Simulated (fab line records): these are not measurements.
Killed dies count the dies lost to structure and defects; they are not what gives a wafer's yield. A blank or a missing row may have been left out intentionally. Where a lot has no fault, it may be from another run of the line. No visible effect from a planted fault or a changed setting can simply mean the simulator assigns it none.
Matching of chambers	flow gf180mcu	4 sister chambers for GF_V1_CMP_04 on cmp-02
The step polishes SiO2. 4 wafers are shown with their chamber, then 6 later ones without.

## WAFERS PAIRED WITH THEIR CHAMBERS
wafer	chamber	motor-current-A (A)
L576.5	0	12.1
L577.1	1	11.8
L577.2	3	11.1
L577.3	2	12.8

## WAFERS MISSING THEIR CHAMBER
wafer	motor-current-A (A)
L579.3	11.7
L579.4	10.7
L579.5	13.1
L582.2	13.0
L582.3	11.4
L582.6	10.8

## CHAMBER TAKEN BY EACH
wafer	from the rows above	in truth
L579.3	can't be placed: 1 or 0 or 3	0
L579.4	3	3
L579.5	2	2
L582.2	2	2
L582.3	can't be placed: 3 or 1 or 0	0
L582.6	3	3
Placed correctly: 4 of 6. Cannot be placed on the basis of these rows: 2; the candidates contain the true chamber in 2. Placed wrongly: 0.
How it was worked out, from the rows above alone: a wafer's distance from a chamber is the root of the sum, over the readings, of the square of ((its reading less the chamber's mean) divided by the reading's scatter). The wafer belongs to the nearest chamber; if the next one is less than 2 further off, it can't be placed. A chamber's mean is the mean of its shown wafers. The scatter: with one shown wafer a chamber, the root of the mean of the squares of how far each hidden wafer lies from its nearest shown one.
